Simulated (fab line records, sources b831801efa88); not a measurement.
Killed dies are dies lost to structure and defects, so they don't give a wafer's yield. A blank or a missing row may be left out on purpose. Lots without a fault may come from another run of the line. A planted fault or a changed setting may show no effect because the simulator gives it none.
Problem report in the 8D (eight disciplines) form, filled by code | flow sky130 | the parts of the form that need people (team, actions taken, sign-off) are left out

1. THE PROBLEM
spin_speed_rpm at SKY_METAL2_COAT_10 reads a mean of 2710.1 rpm on 6 wafers of 2 lots; wafers without a fault read 3000.3 rpm with a standard deviation of 2.6. That is -99 or more standard deviations from the usual mean.
The step: resist thk 450 nm.
First seen on wafer L602.1, day 38 09:00, on litho_track-03. The record holds 33 wafers of 11 lots with a number at this step. Rule for "out", or "out of limits": more than 4 standard deviations from the usual mean. The other wafers with a number count as sound.

2. WHAT IT IS AND WHAT IT IS NOT
question                    | is                     | is not
which readings at this step | spin_speed_rpm         | chill_plate_temp_C
which lots                  | L602, L603             | L593, L597, L599, L605, L606, L608, L611, L612, L613
which wafers of those lots  | all that have a number | -
read on which tools         | litho_track-03         | litho_track-01, litho_track-04
when                        | from day 38 09:00      | up to then (9 sound wafers); but 18 sound wafers of L605, L606, L608, L611, L612, L613 came after

3. SUSPECTS, AND WHAT RULES EACH OUT
Counting: a tool at a process step up to the reading stays a suspect if it ran every lot that is out and no sound lot after the first of them.
- rie_metal-01 at SKY_METAL1_DESCUM_17 (chemistry O2, time 8 s): ruled out as a lasting fault. Sound lots L605 ran on it after its first lot that is out, L602 (day 36 16:05).
- pvd_sputter-01 at SKY_METAL2_SPUTTER_02 (material AlCu, target thk 250 nm, time 13.3 s): ruled out as a lasting fault. Sound lots L605, L612 ran on it after its first lot that is out, L602 (day 37 20:54).
- pvd_sputter-01 at SKY_METAL2_SPUTTER_03 (material Ti, target thk 5 nm, time 3.3 s): ruled out as a lasting fault. Sound lots L605, L612 ran on it after its first lot that is out, L602 (day 37 20:56).
- litho_track-03 at SKY_METAL2_COAT_10 (resist thk 450 nm): kept. It ran every lot that is out, first L602 (day 38 09:00), and no sound lot after that; its last sound lot up to then is L599 (day 37 13:00). Its own readings are out on those wafers: spin_speed_rpm.
Left after counting: litho_track-03 at SKY_METAL2_COAT_10.

4. THE CAUSE (what the simulator had put in)
Process parameter drift: litho_track-03, from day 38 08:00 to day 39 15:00, at SKY_METAL2_COAT_10. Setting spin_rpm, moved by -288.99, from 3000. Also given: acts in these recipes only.
Counting left only this tool.

5. THE CHAIN OF EFFECTS, in route order
Each row: a reading whose mean over the struck wafers that have a number lies more than 3 standard deviations from the usual. Only readings for which the record gives a usual standard deviation are gone through. hours: the time from each lot's start at the first step in this table that gives one to its start at this step, as a median over the lots. sigmas: the change in usual standard deviations.
hours | step                | reading                  | usual      | on struck wafers | change | sigmas
0     | SKY_METAL2_COAT_10  | spin_speed_rpm           | 3000.3 rpm | 2710.1           | -290.2 | -99 or more
14    | SKY_METAL2_STRIP_20 | strip_time_to_endpoint_s | 2.703 s    | 2.978            | +0.275 | +10
The process steps in it:
- SKY_METAL2_COAT_10: resist thk 450 nm.
- SKY_METAL2_STRIP_20: strips in O2/N2.

6. WHAT WOULD HAVE CAUGHT IT SOONER
In this record the first reading out of limits was taken at day 38 09:00, 1 hour after the fault began at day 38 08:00.
